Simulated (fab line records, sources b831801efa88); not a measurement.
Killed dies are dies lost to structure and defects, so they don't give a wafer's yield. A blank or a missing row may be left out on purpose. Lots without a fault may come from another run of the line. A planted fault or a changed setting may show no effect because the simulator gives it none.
A struck lot beside a sound one | flow gf180mcu | 14 steps out of a route of 602
Sound: wafers L210.1, L210.5, L210.6. Struck: wafers L219.1, L219.4, L219.6. The cause comes at the end.
At each step with rows: each side's tool, then ch and its chambers, then its first start. Under that, the readings that differ: sound wafers | struck wafers | difference of the means | sigmas: that difference in standard deviations of wafers without a fault.
alike: readings whose means differ by less than 2 such deviations, and words and numbers that are the same on both sides. not compared: withheld readings, readings that some wafer has no value for, bounds like >300 that may hide the same value, and numbers for which the record gives no deviation and whose values overlap.
The two part at a step that has a row with sigmas, a row that says differs or no value, or rows on one side only. Numbers that don't overlap but have no deviation are shown without sigmas and don't part them. A reading that every wafer of one side lacks parts them only if that side has two wafers or more.

first, 4 steps without rows for these wafers: GF_V1_SOFTBAKE_10 (time 60 s); GF_V1_EXPOSE_11 (exposes mask Via1, target cd 260 nm); GF_V1_PEB_12 (peb time 90 s); GF_V1_DEVELOP_13 (develop time 60 s).
GF_V1_CD_MEAS_14: target cd 260 nm.
  sound on cd_sem-02, day 20 11:47; struck on cd_sem-02, day 23 15:10
  alike: cd_nm
GF_V1_OVL_MEAS_15:
  sound on overlay-01, day 20 11:54; struck on overlay-01, day 23 15:17
  alike: V1_OVL
GF_V1_ETCH_16: etches BARC in N2/H2.
  sound on rie_diel-01 ch 0,2,3, day 20 11:56; struck on rie_diel-01 ch 1,2, day 23 15:19
  alike: drypump_motor_current_A, oes_product_au, throttle_valve_pct
GF_V1_ETCH_17: etches SiO2 in C4F8/O2/Ar, stops on TiN, target depth 630 nm.
  sound on rie_diel-01 ch 0,2,3; struck on rie_diel-01 ch 1,2
  alike: oes_product_au
GF_V1_STRIP_18: strips in O2/N2.
  sound on plasma_asher-02 ch 0,1, day 20 12:04; struck on plasma_asher-02 ch 1, day 23 15:27
  alike: drypump_motor_current_A, heater_power_w, oes_product_au
  not compared: rf_hours_counter_h
then, 2 steps without rows for these wafers: GF_V1_STRIP_19 (strips in post etch residue remover, time 1200 s); GF_V1_CLEAN_20 (cleans in DIW).
GF_V1_SPUTTER_21: material Ti, target thk 15 nm, time 80.02 s.
  sound on pvd_sputter-01, day 20 12:43; struck on pvd_sputter-03, day 23 15:59
  alike: cathode_dc_power_W, chamber_pressure_pa, throttle_valve_pct
GF_V1_SPUTTER_22: material TiN, target thk 10 nm, time 40 s.
  sound on pvd_sputter-01, day 20 12:46; struck on pvd_sputter-03, day 23 16:03
  no value came back on the struck wafers for cathode_dc_power_W (W), chamber_pressure_pa (Pa), throttle_valve_pct (%), time_s (s); on the sound wafers cathode_dc_power_W (W) reads 4000.9 4000.7 3998.7
GF_V1_CVD_23: deposits W, target thk 350 nm, time 105.05 s.
  sound on cvd_w-01 ch 0,1, day 20 12:49; struck on cvd_w-01 ch 0,1, day 23 16:05
  alike: heater_power_outer_w, heater_power_w

WHERE THEY PART
Only at GF_V1_SPUTTER_22, within this record. Later steps at which nothing parts them and some readings are alike: GF_V1_CVD_23.

WHY: what the simulator had put in
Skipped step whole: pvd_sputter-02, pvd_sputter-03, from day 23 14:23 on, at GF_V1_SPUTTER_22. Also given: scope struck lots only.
